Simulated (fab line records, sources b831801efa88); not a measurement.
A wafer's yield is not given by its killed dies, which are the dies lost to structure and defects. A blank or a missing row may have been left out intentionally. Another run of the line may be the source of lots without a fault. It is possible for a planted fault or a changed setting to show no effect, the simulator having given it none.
fab line records	flow gf180mcu
record: lots: 5	wafers: 15	last_day: 34
route steps=602 shown NSD@238 PSD@248
lots that met no fault: from a run of the same line without faults
start_h: hours from the record's opening day to when the first of the lot's shown wafers began	wait_h: hours from the lot's prior step to this one	" repeats the value in the row above	L1.1+2: several wafers, shown together as one row	- value missing, or start not given	* or withheld: withheld	< > ~ a bound
route shown NAME@n: a module of which the file shows steps, and the number in the route of the first	usual: mean and standard deviation over wafers with no fault	same: alike in all rows	chamber/n: place in a boat	sites: the reading at each site	_std_site: standard deviation across them	_edge_site: mean of outer sites minus mean of inner sites	radius_mm: how far each site lies from the wafer's centre	mask NAME#n: copy n	behind: tool/chamber where the wafer was last shaped	hold: the reason the lot was held/the length of the hold in hours/how it ended	device: the n, p or np transistor that did not switch	end of line: the tests these same wafers got at the end of their route	step lacking rows: just its recipe	killed: the dies lost at the first sort to structure and to defects; this is not the yield of the wafer	map: per-die view of a wafer (x killed, . not killed, _ where there is no die)
set.NAME: the setting the step ran with; set.NAME@STEP: the setting that earlier step ran with	model.NAME: the simulator's own value behind a step, which no gauge read
lots at some steps of the route; a table a step, a row a wafer
services: a tool's chamber out of use, with start hour (start_h, from the record's first day; less than 0 if before it), hours out, and reason
== steps ==
step: GF_NSD_SOFTBAKE_03
recipe: temp_c: 90	time_s: 60	resist: NOVOLAK
step: GF_NSD_EXPOSE_04
recipe: mask_id: Nplus	target_cd_nm: 400	na: 0.6	source_shape: conventional	sigma_outer: 0.6	dose_mj: 140
step: GF_NSD_PEB_05
recipe: temp_c: withheld	time_s: *	resist: NOVOLAK
step: GF_NSD_DEVELOP_06
recipe: develop_time_s: 60	dev_temp_c: 23
step: GF_NSD_CD_MEAS_07
recipe: target_cd_nm: 400
usual: cd_nm: 399.8/1.9
lot.wafer	tool	chamber	start_h	wait_h	cd_nm
L680.1	cd_sem-02	-	339.09	0.1	401.7
L680.4	"	-	"	"	401.7
L680.5	"	-	"	"	402.7
L685.3	cd_sem-02	-	369.64	0.1	397.7
L685.5	"	-	"	"	398.7
L685.6	"	-	"	"	396.9
L688.3	cd_sem-01	-	393.98	0.1	397.9
L688.5	"	-	"	"	395.6
L688.6	"	-	"	"	400.2
L698.3	cd_sem-02	-	481.89	0.1	401.2
L698.4	"	-	"	"	402.2
L698.6	"	-	"	"	401.1
L699.1	cd_sem-02	-	487.95	0.1	399.0
L699.5	"	-	"	"	397.4
L699.6	"	-	"	"	400.3
step: GF_NSD_OVL_MEAS_08
usual: NSD_OVL: -0.9/1.2
lot.wafer	tool	chamber	start_h	wait_h	NSD_OVL[nm]
L680.1	overlay-01	-	339.21	0.1	0.4
L680.4	"	-	"	"	-0.9
L680.5	"	-	"	"	-0.2
L685.3	overlay-02	-	369.73	0.1	-0.9
L685.5	"	-	"	"	-1.4
L685.6	"	-	"	"	0.2
L688.3	overlay-02	-	394.07	0.1	-0.5
L688.5	"	-	"	"	-0.3
L688.6	"	-	"	"	-1.0
L698.3	overlay-02	-	481.98	0.1	-1.6
L698.4	"	-	"	"	-0.4
L698.6	"	-	"	"	-3.3
L699.1	overlay-02	-	488.07	0.1	-0.3
L699.5	"	-	"	"	-1.2
L699.6	"	-	"	"	-0.8
step: GF_NSD_IMPLANT_09
recipe: species: As	energy_kev: 60	dose_cm2: 4e+15	tilt_deg: 7
step: GF_NSD_IMPLANT_10
recipe: species: P	energy_kev: 40	dose_cm2: 5e+14	tilt_deg: 7
step: GF_NSD_STRIP_11
recipe: chemistry: O2/N2	power_w: 1400	pressure_mtorr: 1500	platen_temp_c: 250	o2_flow_sccm: 3000	n2_flow_sccm: 300	overash_fraction: 0.5
usual: drypump_motor_current_A: 5.5/0.43	heater_power_w: 325/15	oes_product_au: 0.487/0.0049	strip_time_to_endpoint_s: 22.96/0.034
lot.wafer	tool	chamber	start_h	wait_h	drypump_motor_current_A	heater_power_w	oes_product_au	rf_hours_counter_h	strip_time_to_endpoint_s
L680.1	plasma_asher-04	1	339.54	0.1	5.0	331	0.488	70	22.91
L680.4	"	0	"	"	5.7	327	0.497	-	22.89
L680.5	"	1	"	"	4.9	332	0.488	-	22.92
L685.3	plasma_asher-01	0	370.09	0.1	5.3	310	0.492	-	23.01
L685.5	"	1	"	"	5.3	334	0.482	-	22.97
L685.6	"	0	"	"	5.3	317	0.478	-	23.01
L688.3	plasma_asher-01	0	394.43	0.1	5.3	320	0.495	-	22.98
L688.5	"	1	"	"	5.4	342	0.486	-	22.98
L688.6	"	0	"	"	5.3	311	0.480	-	22.98
L698.3	plasma_asher-02	0	482.34	0.1	6.5	317	0.490	-	23.00
L698.4	"	1	"	"	5.5	307	0.488	-	22.97
L698.6	"	1	"	"	5.5	305	0.484	-	22.97
L699.1	plasma_asher-02	0	488.56	0.1	6.6	316	0.491	6	22.95
L699.5	"	1	"	"	5.5	309	0.503	-	22.97
L699.6	"	0	"	"	6.5	311	0.488	-	22.96
step: GF_NSD_TW_MEAS_12
usual: NSD_TW: 4269/39
lot.wafer	tool	chamber	start_h	wait_h	NSD_TW
L680.1	film_metro-02	-	339.64	0.1	4242
L680.4	"	-	"	"	4226
L680.5	"	-	"	"	4241
L685.3	film_metro-03	-	370.17	0.1	4212
L685.5	"	-	"	"	4217
L685.6	"	-	"	"	4231
L688.3	film_metro-03	-	394.51	0.1	4232
L688.5	"	-	"	"	4231
L688.6	"	-	"	"	4235
L698.3	film_metro-02	-	482.42	0.1	4269
L698.4	"	-	"	"	4271
L698.6	"	-	"	"	4260
L699.1	film_metro-01	-	488.66	0.1	4259
L699.5	"	-	"	"	4248
L699.6	"	-	"	"	4231
step: GF_PSD_DEHYDRATE_00
recipe: temp_c: 200	time_s: 60
step: GF_PSD_HMDS_01
recipe: prime_time_s: 60	prime_temp_c: 120
step: GF_PSD_COAT_02
recipe: resist: NOVOLAK	spin_rpm: 3000	resist_thk_nm: 1000
lot.wafer	tool	chamber	start_h	wait_h	model.NOVOLAK_of_PSD_COAT_02.thk_nm
L680.1	litho_track-02	0	350.48	0.1	1000
L680.4	"	0	"	"	997.9
L680.5	"	0	"	"	998.3
L685.3	litho_track-04	0	380.95	0.1	999.9
L685.5	"	0	"	"	1001
L685.6	"	0	"	"	998.5
L688.3	litho_track-04	0	406.10	0.1	1084
L688.5	"	0	"	"	999.6
L688.6	"	0	"	"	1086
L698.3+6	litho_track-02	0	494.23	0.1	1004
L698.4	"	0	"	"	1001
L699.1+5	litho_track-04	0	499.70	0.1	1004
L699.6	"	0	"	"	1003
step: GF_PSD_SOFTBAKE_03
recipe: temp_c: 90	time_s: 60	resist: NOVOLAK
step: GF_PSD_EXPOSE_04
recipe: mask_id: Pplus	target_cd_nm: 400	na: 0.6	source_shape: conventional	sigma_outer: 0.6	dose_mj: 140
step: GF_PSD_PEB_05
recipe: temp_c: withheld	time_s: *	resist: NOVOLAK
step: GF_PSD_DEVELOP_06
recipe: develop_time_s: 60	dev_temp_c: 23
lot.wafer	tool	chamber	start_h	wait_h	model.NOVOLAK_of_PSD_COAT_02.thk_nm
L680.1	litho_track-02	0	361.28	0.1	999.6
L680.4	"	0	"	"	997.5
L680.5	"	0	"	"	997.9
L685.3	litho_track-04	0	392.60	0.1	999.5
L685.5	"	0	"	"	1000
L685.6	"	0	"	"	998.1
L688.3	litho_track-04	0	417.85	0.1	1084
L688.5	"	0	"	"	999.2
L688.6	"	0	"	"	1085
L698.3+6	litho_track-02	0	506.38	0.1	1003
L698.4	"	0	"	"	1001
L699.1+6	litho_track-04	0	511.55	0.1	1003
L699.5	"	0	"	"	1004
step: GF_PSD_CD_MEAS_07
recipe: target_cd_nm: 400
usual: cd_nm: 399.0/2.5
lot.wafer	tool	chamber	start_h	wait_h	cd_nm
L680.1	cd_sem-01	-	361.43	0.1	396.4
L680.4	"	-	"	"	396.9
L680.5	"	-	"	"	396.8
L685.3	cd_sem-01	-	392.74	0.1	399.4
L685.5	"	-	"	"	396.8
L685.6	"	-	"	"	399.5
L688.3	cd_sem-02	-	417.99	0.1	389.7
L688.5	"	-	"	"	399.3
L688.6	"	-	"	"	391.5
L698.3	cd_sem-02	-	506.52	0.1	400.0
L698.4	"	-	"	"	398.9
L698.6	"	-	"	"	399.6
L699.1	cd_sem-01	-	511.70	0.1	399.9
L699.5	"	-	"	"	400.2
L699.6	"	-	"	"	397.9
step: GF_PSD_OVL_MEAS_08
usual: PSD_OVL: -0.7/1.4
lot.wafer	tool	chamber	start_h	wait_h	PSD_OVL[nm]
L680.1	overlay-01	-	361.55	0.1	-0.3
L680.4	"	-	"	"	-1.1
L680.5	"	-	"	"	0.9
L685.3	overlay-01	-	392.83	0.1	-1.5
L685.5	"	-	"	"	-1.7
L685.6	"	-	"	"	-0.4
L688.3	overlay-02	-	418.08	0.1	1.5
L688.5	"	-	"	"	1.7
L688.6	"	-	"	"	1.0
L698.3	overlay-01	-	506.61	0.1	-0.9
L698.4	"	-	"	"	-2.1
L698.6	"	-	"	"	-2.2
L699.1	overlay-01	-	511.82	0.1	2.2
L699.5	"	-	"	"	2.4
L699.6	"	-	"	"	2.1
step: GF_PSD_IMPLANT_09
recipe: species: BF2	energy_kev: 40	dose_cm2: 1.5e+15	tilt_deg: 7
step: GF_PSD_STRIP_10
recipe: chemistry: O2/N2	power_w: 1400	pressure_mtorr: 1500	platen_temp_c: 250	o2_flow_sccm: 3000	n2_flow_sccm: 300	overash_fraction: 0.5
usual: drypump_motor_current_A: 5.8/0.59	heater_power_w: 325/13	oes_product_au: 0.592/0.0046	strip_time_to_endpoint_s: 16.53/0.034
lot.wafer	tool	chamber	start_h	wait_h	drypump_motor_current_A	heater_power_w	oes_product_au	rf_hours_counter_h	strip_time_to_endpoint_s
L680.1	plasma_asher-02	1	361.74	0.1	5.5	295	0.595	68	16.56
L680.4	"	1	"	"	5.5	294	0.586	-	16.51
L680.5	"	0	"	"	6.5	323	0.593	-	16.54
L685.3	plasma_asher-04	0	393.04	0.1	5.7	319	0.593	-	16.53
L685.5	"	0	"	"	5.7	327	0.592	-	16.53
L685.6	"	1	"	"	4.9	323	0.589	-	16.51
L688.3	plasma_asher-02	1	418.29	0.1	5.5	302	0.598	-	17.47
L688.5	"	1	"	"	5.5	301	0.589	-	16.53
L688.6	"	0	"	"	6.6	320	0.594	-	17.47
L698.3	plasma_asher-04	0	506.82	0.1	5.7	329	0.588	-	16.56
L698.4	"	1	"	"	4.9	314	0.595	-	16.53
L698.6	"	1	"	"	5.0	315	0.579	-	16.57
L699.1	plasma_asher-02	0	512.00	0.1	6.6	315	0.588	7	16.58
L699.5	"	1	"	"	5.5	307	0.596	-	16.59
L699.6	"	0	"	"	6.5	318	0.584	-	16.59
step: GF_PSD_TW_MEAS_11
usual: PSD_TW: 3200/27
lot.wafer	tool	chamber	start_h	wait_h	PSD_TW
L680.1	film_metro-01	-	361.84	0.1	3244
L680.4	"	-	"	"	3255
L680.5	"	-	"	"	3242
L685.3	film_metro-01	-	393.12	0.1	3225
L685.5	"	-	"	"	3187
L685.6	"	-	"	"	3196
L688.3	film_metro-01	-	418.37	0.1	3233
L688.5	"	-	"	"	3201
L688.6	"	-	"	"	3195
L698.3	film_metro-03	-	506.90	0.1	3191
L698.4	"	-	"	"	3179
L698.6	"	-	"	"	3180
L699.1	film_metro-01	-	512.10	0.1	3181
L699.5	"	-	"	"	3186
L699.6	"	-	"	"	3182
== services ==
tool	chamber	start_h	hours	kind
plasma_asher-02	-	339.05	0.3	repair
plasma_asher-01	-	406.31	2.1	repair
plasma_asher-02	-	406.93	7.6	repair
plasma_asher-01	-	408.92	2.0	repair
plasma_asher-02	-	421.25	9.0	pm
plasma_asher-02	0	421.25	9.0	vent_cycle
plasma_asher-02	1	421.25	9.0	vent_cycle
plasma_asher-02	0	430.25	-	clean
plasma_asher-02	1	430.25	-	clean
plasma_asher-02	-	489.01	2.0	repair
plasma_asher-04	-	489.43	0.7	repair
plasma_asher-02	-	499.19	4.5	repair
== key ==
first_sign: step: GF_PSD_CD_MEAS_07	reading: cd_nm	direction: down	sigmas: 3.4	usual: 399.0	struck: 390.6
effect: step: GF_PSD_STRIP_10	reading: strip_time_to_endpoint_s	direction: up	sigmas: 27	usual: *	struck: *
model_effect: step: GF_PSD_COAT_02	value: NOVOLAK_of_PSD_COAT_02.thk_nm	without: 998.4	struck: 1085
model_effect: step: GF_PSD_DEVELOP_06	value: NOVOLAK_of_PSD_COAT_02.thk_nm	without: 998	struck: 1084
met_at GF_PSD_COAT_02
struck_wafers L688.3,L688.6
tester_left_out L688
onset_between 380.95 406.10
fault: kind: process_parameter_drift	tool: litho_track-04	chamber: -	onset_h: 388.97	steps: GF_PSD_COAT_02	channel: resist_thk_nm	offset: *	shape: step	end_h: 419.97	scope: struck_wafers_only	acts_in: *	stated: *
tester_left_out: of these lots the tester's yield and bins aren't shown, on N5 and GAA mostly nor the transistor test; their killed dies are dies lost to structure and defects alone, not to doping, threshold or leakage, so they don't give the yield
